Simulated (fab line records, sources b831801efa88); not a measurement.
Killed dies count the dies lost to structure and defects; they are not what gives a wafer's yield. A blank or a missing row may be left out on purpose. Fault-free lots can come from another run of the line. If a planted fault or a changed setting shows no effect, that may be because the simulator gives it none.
fab line records :: flow sky130
record:
  lots: 6
  wafers: 18
  last_day: 50
route steps=708 shown POLY_GATE@236 LDD_N@237 PAD_OPEN@708
lots untouched by any fault: they come from a run of this same line in which no faults occurred
start_h: start of the lot's first displayed wafer, in hours after the record's first day :: wait_h: hours elapsed since this lot's preceding step :: " same as the row above :: L1.1+2: a row that stands for several wafers :: - either no value or no given start :: * or withheld: withheld :: < > ~ a bound
route shown NAME@n: NAME is a module with steps in the file, n the number in the route of the first one :: usual: average and standard deviation across the fault-free wafers :: same: alike in all rows :: chamber/n: place in a boat :: sites: readings site by site :: _std_site: the standard deviation of these :: _edge_site: the outer-site mean with the inner-site mean subtracted :: radius_mm: for every site, how far away it sits from the centre of the wafer :: mask NAME#n: copy n :: behind: tool/chamber where the wafer was last shaped :: hold: the reason the lot was held/the length of the hold in hours/how it ended :: device: names the non-switching transistor (n, p or np) :: end of line: the route-end tests of the same wafers :: a step given without rows: its recipe and nothing more :: killed: not the wafer's yield, but the dies lost to structure and defects at the first sort :: map: dies across one wafer; x = killed, . = not, _ = none there
set.NAME: the setting as run; set.NAME@STEP: as run at that earlier step :: model.NAME: the simulator's own value behind a step, which no gauge read
lots at some steps of the route; a table a step, a row a wafer
services: the hour from which a tool's chamber was out of use, counted from the record's first day as start_h (under 0 if before that day), plus the number of hours and why
== steps ==
step: SKY_POLY_GATE_CD_MEAS_22
usual:
  cd_nm: 149.5/2.9
lot.wafer: L540.2
tool: cd_sem-01
chamber: -
start_h: 385.88
wait_h: 0.1
cd_nm: 151.8

lot.wafer: L540.3
tool: cd_sem-01
chamber: -
start_h: 385.88
wait_h: 0.1
cd_nm: 145.0

lot.wafer: L540.4
tool: cd_sem-01
chamber: -
start_h: 385.88
wait_h: 0.1
cd_nm: 148.6

lot.wafer: L545.2
tool: cd_sem-02
chamber: -
start_h: 419.46
wait_h: 0.1
cd_nm: 144.5

lot.wafer: L545.5
tool: cd_sem-02
chamber: -
start_h: 419.46
wait_h: 0.1
cd_nm: 147.7

lot.wafer: L545.6
tool: cd_sem-02
chamber: -
start_h: 419.46
wait_h: 0.1
cd_nm: 152.2

lot.wafer: L546.1
tool: cd_sem-01
chamber: -
start_h: 434.31
wait_h: 0.1
cd_nm: 150.5

lot.wafer: L546.5
tool: cd_sem-01
chamber: -
start_h: 434.31
wait_h: 0.1
cd_nm: 149.5

lot.wafer: L546.6
tool: cd_sem-01
chamber: -
start_h: 434.31
wait_h: 0.1
cd_nm: 150.6

lot.wafer: L556.1
tool: cd_sem-02
chamber: -
start_h: 519.45
wait_h: 0.1
cd_nm: 149.7

lot.wafer: L556.4
tool: cd_sem-02
chamber: -
start_h: 519.45
wait_h: 0.1
cd_nm: 152.6

lot.wafer: L556.5
tool: cd_sem-02
chamber: -
start_h: 519.45
wait_h: 0.1
cd_nm: 154.5

lot.wafer: L559.2
tool: cd_sem-01
chamber: -
start_h: 553.63
wait_h: 0.1
cd_nm: 149.2

lot.wafer: L559.3
tool: cd_sem-01
chamber: -
start_h: 553.63
wait_h: 0.1
cd_nm: 146.8

lot.wafer: L559.4
tool: cd_sem-01
chamber: -
start_h: 553.63
wait_h: 0.1
cd_nm: 150.9

lot.wafer: L562.1
tool: cd_sem-02
chamber: -
start_h: 574.08
wait_h: 0.1
cd_nm: 149.1

lot.wafer: L562.4
tool: cd_sem-02
chamber: -
start_h: 574.08
wait_h: 0.1
cd_nm: 153.5

lot.wafer: L562.6
tool: cd_sem-02
chamber: -
start_h: 574.08
wait_h: 0.1
cd_nm: 151.5
step: SKY_LDD_N_DEHYDRATE_00
recipe:
  temp_c: 200
  time_s: 60
step: SKY_LDD_N_HMDS_01
recipe:
  prime_time_s: 60
  prime_temp_c: 120
step: SKY_LDD_N_COAT_02
recipe:
  resist: NOVOLAK
  spin_rpm: 3000
  resist_thk_nm: 300
step: SKY_LDD_N_SOFTBAKE_03
recipe:
  temp_c: 90
  time_s: 60
  resist: NOVOLAK
step: SKY_LDD_N_EXPOSE_04
recipe:
  mask_id: NTM
  target_cd_nm: 840
  na: 0.6
  source_shape: conventional
  sigma_outer: 0.6
  dose_mj: 110
step: SKY_LDD_N_PEB_05
recipe:
  temp_c: withheld
  time_s: *
  resist: NOVOLAK
step: SKY_LDD_N_DEVELOP_06
recipe:
  develop_time_s: 60
  dev_temp_c: 23
step: SKY_LDD_N_OVL_MEAS_07
usual:
  LDD_N_OVL: -1.3/1.2
lot.wafer: L540.2
tool: overlay-02
chamber: -
start_h: 415.56
wait_h: 0.1
LDD_N_OVL[nm]: 0.6

lot.wafer: L540.3
tool: overlay-02
chamber: -
start_h: 415.56
wait_h: 0.1
LDD_N_OVL[nm]: -2.6

lot.wafer: L540.4
tool: overlay-02
chamber: -
start_h: 415.56
wait_h: 0.1
LDD_N_OVL[nm]: -1.0

lot.wafer: L545.2
tool: overlay-01
chamber: -
start_h: 451.61
wait_h: 0.1
LDD_N_OVL[nm]: -3.5

lot.wafer: L545.5
tool: overlay-01
chamber: -
start_h: 451.61
wait_h: 0.1
LDD_N_OVL[nm]: -3.3

lot.wafer: L545.6
tool: overlay-01
chamber: -
start_h: 451.61
wait_h: 0.1
LDD_N_OVL[nm]: -3.5

lot.wafer: L546.1
tool: overlay-01
chamber: -
start_h: 466.45
wait_h: 0.1
LDD_N_OVL[nm]: -4.2

lot.wafer: L546.5
tool: overlay-01
chamber: -
start_h: 466.45
wait_h: 0.1
LDD_N_OVL[nm]: -4.0

lot.wafer: L546.6
tool: overlay-01
chamber: -
start_h: 466.45
wait_h: 0.1
LDD_N_OVL[nm]: -2.4

lot.wafer: L556.1
tool: overlay-02
chamber: -
start_h: 550.15
wait_h: 0.1
LDD_N_OVL[nm]: 0.3

lot.wafer: L556.4
tool: overlay-02
chamber: -
start_h: 550.15
wait_h: 0.1
LDD_N_OVL[nm]: 0.5

lot.wafer: L556.5
tool: overlay-02
chamber: -
start_h: 550.15
wait_h: 0.1
LDD_N_OVL[nm]: 0.2

lot.wafer: L559.2
tool: overlay-01
chamber: -
start_h: 584.18
wait_h: 0.1
LDD_N_OVL[nm]: -1.5

lot.wafer: L559.3
tool: overlay-01
chamber: -
start_h: 584.18
wait_h: 0.1
LDD_N_OVL[nm]: -0.9

lot.wafer: L559.4
tool: overlay-01
chamber: -
start_h: 584.18
wait_h: 0.1
LDD_N_OVL[nm]: 0.0

lot.wafer: L562.1
tool: overlay-02
chamber: -
start_h: 603.50
wait_h: 0.1
LDD_N_OVL[nm]: -0.8

lot.wafer: L562.4
tool: overlay-02
chamber: -
start_h: 603.50
wait_h: 0.1
LDD_N_OVL[nm]: -0.5

lot.wafer: L562.6
tool: overlay-02
chamber: -
start_h: 603.50
wait_h: 0.1
LDD_N_OVL[nm]: -0.6
step: SKY_LDD_N_IMPLANT_08
recipe:
  species: As
  energy_kev: 20
  dose_cm2: 7.5e+13
  tilt_deg: withheld
  rotation_deg: 23
step: SKY_LDD_N_IMPLANT_09
recipe:
  species: As
  energy_kev: 20
  dose_cm2: 7.5e+13
  tilt_deg: withheld
  rotation_deg: 113
step: SKY_LDD_N_IMPLANT_10
recipe:
  species: As
  energy_kev: 20
  dose_cm2: 7.5e+13
  tilt_deg: withheld
  rotation_deg: 203
step: SKY_LDD_N_IMPLANT_11
recipe:
  species: As
  energy_kev: 20
  dose_cm2: 7.5e+13
  tilt_deg: withheld
  rotation_deg: 293
usual:
  dose_ions_cm2: 7.5e+13/6.6e+10
  faraday_current_uA: 423/7.9
  rotation_deg: 293.01/0.038
lot.wafer: L540.2
tool: implanter-03
chamber: 0
start_h: 416.07
wait_h: 0.1
dose_ions_cm2: 7.493e+13
faraday_current_uA: 417
rotation_deg: 292.97

lot.wafer: L540.3
tool: implanter-03
chamber: 0
start_h: 416.07
wait_h: 0.1
dose_ions_cm2: 7.51e+13
faraday_current_uA: 433
rotation_deg: 293.08

lot.wafer: L540.4
tool: implanter-03
chamber: 0
start_h: 416.07
wait_h: 0.1
dose_ions_cm2: 7.494e+13
faraday_current_uA: 429
rotation_deg: 293.08

lot.wafer: L545.2
tool: implanter-04
chamber: 0
start_h: 452.11
wait_h: 0.1
dose_ions_cm2: 6.685e+13
faraday_current_uA: 379
rotation_deg: 293.02

lot.wafer: L545.5
tool: implanter-04
chamber: 0
start_h: 452.11
wait_h: 0.1
dose_ions_cm2: 6.676e+13
faraday_current_uA: 380
rotation_deg: 293.01

lot.wafer: L545.6
tool: implanter-04
chamber: 0
start_h: 452.11
wait_h: 0.1
dose_ions_cm2: 6.677e+13
faraday_current_uA: 378
rotation_deg: 292.98

lot.wafer: L546.1
tool: implanter-04
chamber: 0
start_h: 466.94
wait_h: 0.1
dose_ions_cm2: 6.692e+13
faraday_current_uA: 360
rotation_deg: 293.03

lot.wafer: L546.5
tool: implanter-04
chamber: 0
start_h: 466.94
wait_h: 0.1
dose_ions_cm2: 6.683e+13
faraday_current_uA: 370
rotation_deg: 293.04

lot.wafer: L546.6
tool: implanter-04
chamber: 0
start_h: 466.94
wait_h: 0.1
dose_ions_cm2: 6.684e+13
faraday_current_uA: 368
rotation_deg: 293.01

lot.wafer: L556.1
tool: implanter-04
chamber: 0
start_h: 550.64
wait_h: 0.1
dose_ions_cm2: 7.5e+13
faraday_current_uA: 424
rotation_deg: 293.01

lot.wafer: L556.4
tool: implanter-04
chamber: 0
start_h: 550.64
wait_h: 0.1
dose_ions_cm2: 7.503e+13
faraday_current_uA: 440
rotation_deg: 293.06

lot.wafer: L556.5
tool: implanter-04
chamber: 0
start_h: 550.64
wait_h: 0.1
dose_ions_cm2: 7.514e+13
faraday_current_uA: 429
rotation_deg: 293.01

lot.wafer: L559.2
tool: implanter-04
chamber: 0
start_h: 584.68
wait_h: 0.1
dose_ions_cm2: 7.504e+13
faraday_current_uA: 432
rotation_deg: 293.01

lot.wafer: L559.3
tool: implanter-04
chamber: 0
start_h: 584.68
wait_h: 0.1
dose_ions_cm2: 7.498e+13
faraday_current_uA: 423
rotation_deg: 293.02

lot.wafer: L559.4
tool: implanter-04
chamber: 0
start_h: 584.68
wait_h: 0.1
dose_ions_cm2: 7.502e+13
faraday_current_uA: 432
rotation_deg: 293.05

lot.wafer: L562.1
tool: implanter-04
chamber: 0
start_h: 603.99
wait_h: 0.1
dose_ions_cm2: 7.503e+13
faraday_current_uA: 426
rotation_deg: 292.99

lot.wafer: L562.4
tool: implanter-04
chamber: 0
start_h: 603.99
wait_h: 0.1
dose_ions_cm2: 7.501e+13
faraday_current_uA: 426
rotation_deg: 293.02

lot.wafer: L562.6
tool: implanter-04
chamber: 0
start_h: 603.99
wait_h: 0.1
dose_ions_cm2: 7.502e+13
faraday_current_uA: 420
rotation_deg: 293.01
step: SKY_LDD_N_IMPLANT_12
recipe:
  species: BF2
  energy_kev: 50
  dose_cm2: 5e+12
  tilt_deg: 30
  rotation_deg: 0
step: SKY_PAD_OPEN_PROBE_99
usual:
  killed_at_M0_to_M3: 43/7
  killed_at_M4_up: 3.5/1.9
  killed_at_contacts: 24/5.3
  killed_at_front_end: 15/4.4
  killed_at_other: 0.3/0.69
  killed_dies: 87/9.7
  killed_open: 48/7
  killed_short: 39/6.4
same:
  gross_dies: 492
  killed_at_back_side: 0
lot.wafer: L540.2
tool: prober-02
chamber: -
start_h: 1084.59
wait_h: 0.1
killed_at_M0_to_M3: 40
killed_at_M4_up: 2
killed_at_contacts: 24
killed_at_front_end: 19
killed_at_other: 0
killed_dies: 85
killed_open: 41
killed_short: 41
model.etest.tip_n.rs_ohm_sq: 444.2

lot.wafer: L540.3
tool: prober-02
chamber: -
start_h: 1084.64
wait_h: 0.2
killed_at_M0_to_M3: 51
killed_at_M4_up: 5
killed_at_contacts: 26
killed_at_front_end: 7
killed_at_other: 0
killed_dies: 89
killed_open: 45
killed_short: 44
model.etest.tip_n.rs_ohm_sq: 437.9

lot.wafer: L540.4
tool: prober-02
chamber: -
start_h: 1084.69
wait_h: 0.2
killed_at_M0_to_M3: 42
killed_at_M4_up: 5
killed_at_contacts: 32
killed_at_front_end: 16
killed_at_other: 0
killed_dies: 95
killed_open: 60
killed_short: 34
model.etest.tip_n.rs_ohm_sq: 442.4

lot.wafer: L545.2
tool: prober-02
chamber: -
start_h: 1108.78
wait_h: 0.1
killed_at_M0_to_M3: 46
killed_at_M4_up: 3
killed_at_contacts: 24
killed_at_front_end: 19
killed_at_other: 0
killed_dies: 92
killed_open: 49
killed_short: 43
model.etest.tip_n.rs_ohm_sq: 451

lot.wafer: L545.5
tool: prober-02
chamber: -
start_h: 1108.93
wait_h: 0.2
killed_at_M0_to_M3: 44
killed_at_M4_up: 3
killed_at_contacts: 27
killed_at_front_end: 7
killed_at_other: 0
killed_dies: 81
killed_open: 50
killed_short: 29
model.etest.tip_n.rs_ohm_sq: 452.9

lot.wafer: L545.6
tool: prober-02
chamber: -
start_h: 1108.98
wait_h: 0.2
killed_at_M0_to_M3: 55
killed_at_M4_up: 4
killed_at_contacts: 25
killed_at_front_end: 23
killed_at_other: 2
killed_dies: 109
killed_open: 56
killed_short: 50
model.etest.tip_n.rs_ohm_sq: 448.3

lot.wafer: L546.1
tool: prober-01
chamber: -
start_h: 1118.23
wait_h: 0.1
killed_at_M0_to_M3: 51
killed_at_M4_up: 5
killed_at_contacts: 23
killed_at_front_end: 13
killed_at_other: 0
killed_dies: 92
killed_open: 52
killed_short: 40
model.etest.tip_n.rs_ohm_sq: 447.9

lot.wafer: L546.5
tool: prober-01
chamber: -
start_h: 1118.43
wait_h: 0.2
killed_at_M0_to_M3: 36
killed_at_M4_up: 3
killed_at_contacts: 27
killed_at_front_end: 18
killed_at_other: 0
killed_dies: 84
killed_open: 44
killed_short: 40
model.etest.tip_n.rs_ohm_sq: 452.2

lot.wafer: L546.6
tool: prober-01
chamber: -
start_h: 1118.48
wait_h: 0.2
killed_at_M0_to_M3: 48
killed_at_M4_up: 3
killed_at_contacts: 27
killed_at_front_end: 10
killed_at_other: 0
killed_dies: 88
killed_open: 50
killed_short: 38
model.etest.tip_n.rs_ohm_sq: 450.4

lot.wafer: L556.1
tool: prober-02
chamber: -
start_h: 1168.87
wait_h: 0.1
killed_at_M0_to_M3: 49
killed_at_M4_up: 2
killed_at_contacts: 23
killed_at_front_end: 15
killed_at_other: 0
killed_dies: 89
killed_open: 42
killed_short: 46
model.etest.tip_n.rs_ohm_sq: 445.5

lot.wafer: L556.4
tool: prober-02
chamber: -
start_h: 1169.02
wait_h: 0.2
killed_at_M0_to_M3: 45
killed_at_M4_up: 3
killed_at_contacts: 25
killed_at_front_end: 16
killed_at_other: 1
killed_dies: 90
killed_open: 46
killed_short: 43
model.etest.tip_n.rs_ohm_sq: 447.7

lot.wafer: L556.5
tool: prober-02
chamber: -
start_h: 1169.07
wait_h: 0.2
killed_at_M0_to_M3: 49
killed_at_M4_up: 3
killed_at_contacts: 17
killed_at_front_end: 14
killed_at_other: 0
killed_dies: 83
killed_open: 37
killed_short: 46
model.etest.tip_n.rs_ohm_sq: 449.3

lot.wafer: L559.2
tool: prober-01
chamber: -
start_h: 1188.82
wait_h: 0.1
killed_at_M0_to_M3: 46
killed_at_M4_up: 4
killed_at_contacts: 34
killed_at_front_end: 18
killed_at_other: 0
killed_dies: 102
killed_open: 52
killed_short: 49
model.etest.tip_n.rs_ohm_sq: 446.5

lot.wafer: L559.3
tool: prober-01
chamber: -
start_h: 1188.87
wait_h: 0.2
killed_at_M0_to_M3: 43
killed_at_M4_up: 2
killed_at_contacts: 33
killed_at_front_end: 7
killed_at_other: 1
killed_dies: 86
killed_open: 55
killed_short: 31
model.etest.tip_n.rs_ohm_sq: 441.9

lot.wafer: L559.4
tool: prober-01
chamber: -
start_h: 1188.92
wait_h: 0.2
killed_at_M0_to_M3: 56
killed_at_M4_up: 5
killed_at_contacts: 25
killed_at_front_end: 12
killed_at_other: 0
killed_dies: 98
killed_open: 53
killed_short: 45
model.etest.tip_n.rs_ohm_sq: 442.7

lot.wafer: L562.1
tool: prober-01
chamber: -
start_h: 1199.89
wait_h: 0.1
killed_at_M0_to_M3: 42
killed_at_M4_up: 6
killed_at_contacts: 24
killed_at_front_end: 8
killed_at_other: 0
killed_dies: 80
killed_open: 41
killed_short: 39
model.etest.tip_n.rs_ohm_sq: 447.7

lot.wafer: L562.4
tool: prober-01
chamber: -
start_h: 1200.04
wait_h: 0.2
killed_at_M0_to_M3: 44
killed_at_M4_up: 2
killed_at_contacts: 24
killed_at_front_end: 12
killed_at_other: 0
killed_dies: 82
killed_open: 44
killed_short: 38
model.etest.tip_n.rs_ohm_sq: 448.5

lot.wafer: L562.6
tool: prober-01
chamber: -
start_h: 1200.14
wait_h: 0.2
killed_at_M0_to_M3: 32
killed_at_M4_up: 2
killed_at_contacts: 21
killed_at_front_end: 9
killed_at_other: 0
killed_dies: 64
killed_open: 37
killed_short: 27
model.etest.tip_n.rs_ohm_sq: 446.8
killed by level:class
L540.2 LI_CONTACT:geometric_particle:open=7 CONTACT:geometric_particle:open=7 VIA1:geometric_particle:open=7 METAL2:geometric_particle:short=7 CONTACT:geometric_particle:short=5 VIA1:geometric_particle:short=5 METAL3:geometric_particle:short=5 VIA3:geometric_particle:open=5
L540.3 VIA1:geometric_particle:open=9 CONTACT:geometric_particle:open=8 VIA1:geometric_particle:short=8 LI_CONTACT:geometric_particle:open=7 METAL2:geometric_particle:short=6 VIA3:geometric_particle:open=6 CONTACT:geometric_particle:short=5 METAL1:geometric_particle:short=4
L540.4 CONTACT:geometric_particle:open=14 VIA1:geometric_particle:open=12 VIA2:geometric_particle:open=9 LI_CONTACT:geometric_particle:open=8 CONTACT:geometric_particle:short=6 VIA3:geometric_particle:open=6 FIELD_ISO:geometric_particle:open=4 VIA1:geometric_particle:short=4
L545.2 CONTACT:geometric_particle:open=11 VIA1:geometric_particle:open=9 VIA2:geometric_particle:short=7 VIA3:geometric_particle:open=7 FIELD_ISO:geometric_particle:open=5 LI_CONTACT:geometric_particle:open=5 VIA3:geometric_particle:short=5 FIELD_ISO:geometric_particle:short=4
L545.5 CONTACT:geometric_particle:open=11 VIA2:geometric_particle:open=10 LI_CONTACT:geometric_particle:open=7 VIA1:geometric_particle:open=7 VIA3:geometric_particle:open=5 VIA3:geometric_particle:short=5 CONTACT:geometric_particle:short=4 FIELD_ISO:geometric_particle:open=3
L545.6 VIA1:geometric_particle:open=12 VIA2:geometric_particle:open=11 CONTACT:geometric_particle:short=9 LI_CONTACT:geometric_particle:open=7 VIA1:geometric_particle:short=7 FIELD_ISO:geometric_particle:short=6 METAL1:geometric_particle:short=6 VIA3:geometric_particle:open=5
L546.1 VIA3:geometric_particle:open=11 CONTACT:geometric_particle:open=10 VIA1:geometric_particle:open=9 LI_CONTACT:geometric_particle:open=7 METAL2:geometric_particle:short=7 FIELD_ISO:geometric_particle:open=5 FIELD_ISO:geometric_particle:short=5 METAL3:geometric_particle:short=5
L546.5 CONTACT:geometric_particle:open=15 VIA1:geometric_particle:open=7 LI_CONTACT:geometric_particle:open=6 FIELD_ISO:geometric_particle:short=5 METAL1:geometric_particle:short=5 METAL2:geometric_particle:short=5 VIA2:geometric_particle:open=4 VIA3:geometric_particle:open=4
L546.6 LI_CONTACT:geometric_particle:open=8 CONTACT:geometric_particle:open=8 VIA1:geometric_particle:open=8 VIA3:geometric_particle:open=8 FIELD_ISO:geometric_particle:open=6 METAL1:geometric_particle:short=6 VIA2:geometric_particle:open=5 VIA3:geometric_particle:short=5
L556.1 VIA1:geometric_particle:open=11 METAL2:geometric_particle:short=8 CONTACT:geometric_particle:open=8 LOCAL_INTERCONNECT:geometric_particle:short=7 VIA2:geometric_particle:open=7 POLY_GATE:geometric_particle:short=6 VIA1:geometric_particle:short=5 VIA3:geometric_particle:short=5
L556.4 CONTACT:geometric_particle:open=13 VIA3:geometric_particle:open=9 VIA1:geometric_particle:open=9 METAL1:geometric_particle:short=9 CONTACT:geometric_particle:short=6 FIELD_ISO:geometric_particle:short=5 METAL2:geometric_particle:short=5 FIELD_ISO:geometric_particle:open=4
L556.5 VIA1:geometric_particle:open=10 VIA1:geometric_particle:short=9 CONTACT:geometric_particle:open=6 METAL2:geometric_particle:short=6 VIA3:geometric_particle:open=5 FIELD_ISO:geometric_particle:open=4 POLY_GATE:geometric_particle:short=4 CONTACT:geometric_particle:short=4
L559.2 CONTACT:geometric_particle:open=18 VIA1:geometric_particle:open=7 METAL2:geometric_particle:short=7 VIA3:geometric_particle:open=7 VIA1:geometric_particle:short=6 LI_CONTACT:geometric_particle:short=5 LI_CONTACT:geometric_particle:open=5 VIA2:geometric_particle:short=5
L559.3 CONTACT:geometric_particle:open=10 LI_CONTACT:geometric_particle:open=9 VIA1:geometric_particle:open=9 VIA2:geometric_particle:open=8 CONTACT:geometric_particle:short=6 VIA3:geometric_particle:open=6 POLY_GATE:geometric_particle:open=4 VIA1:geometric_particle:short=4
L559.4 VIA1:geometric_particle:open=18 CONTACT:geometric_particle:open=9 CONTACT:geometric_particle:short=7 METAL2:geometric_particle:short=7 METAL1:geometric_particle:short=6 VIA2:geometric_particle:open=6 VIA3:geometric_particle:open=6 VIA1:geometric_particle:short=5
L562.1 CONTACT:geometric_particle:open=9 VIA1:geometric_particle:open=8 VIA3:geometric_particle:open=7 VIA1:geometric_particle:short=6 CONTACT:geometric_particle:short=6 VIA2:geometric_particle:open=6 LOCAL_INTERCONNECT:geometric_particle:short=5 METAL2:geometric_particle:short=5
L562.4 CONTACT:geometric_particle:open=8 VIA2:geometric_particle:open=8 VIA1:geometric_particle:short=7 LI_CONTACT:geometric_particle:open=7 METAL1:geometric_particle:short=7 VIA3:geometric_particle:open=6 VIA1:geometric_particle:open=5 FIELD_ISO:geometric_particle:open=4
L562.6 VIA2:geometric_particle:open=7 CONTACT:geometric_particle:open=6 VIA3:geometric_particle:open=5 LI_CONTACT:geometric_particle:open=4 CONTACT:geometric_particle:short=4 METAL1:geometric_particle:short=4 VIA3:geometric_particle:short=4 VIA1:geometric_particle:open=4
== services ==
tool: implanter-03
chamber: -
start_h: 443.91
hours: 0.6
kind: repair

tool: implanter-03
chamber: -
start_h: 485.75
hours: 3.7
kind: repair

tool: implanter-04
chamber: -
start_h: 575.97
hours: 1.9
kind: repair

tool: implanter-03
chamber: -
start_h: 588.71
hours: 4.8
kind: pm

tool: implanter-04
chamber: -
start_h: 593.32
hours: 3.0
kind: repair
== key ==
first_sign:
  step: SKY_LDD_N_IMPLANT_11
  reading: dose_ions_cm2
  direction: down
  sigmas: 99+
  usual: *
  struck: *
effect:
  step: SKY_LDD_N_IMPLANT_11
  reading: faraday_current_uA
  direction: down
  sigmas: 6.4
  usual: 423
  struck: 373
model_effect:
  step: SKY_PAD_OPEN_PROBE_99
  value: etest.tip_n.rs_ohm_sq
  without: 442.8
  struck: 450.5
met_at SKY_LDD_N_IMPLANT_11
struck_wafers L545.2,L545.5,L545.6,L546.1,L546.5,L546.6
tester_left_out L545,L546
fault:
  kind: process_parameter_drift
  tool: implanter-04
  chamber: -
  onset_h: 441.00
  steps: SKY_LDD_N_IMPLANT_11
  channel: dose_cm2
  offset: *
  shape: step
  end_h: 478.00
  acts_in: *
  stated: *
tester_left_out: of these lots the tester's yield and bins aren't shown, on N5 and GAA mostly nor the transistor test; their killed dies are dies lost to structure and defects alone, not to doping, threshold or leakage, so they don't give the yield
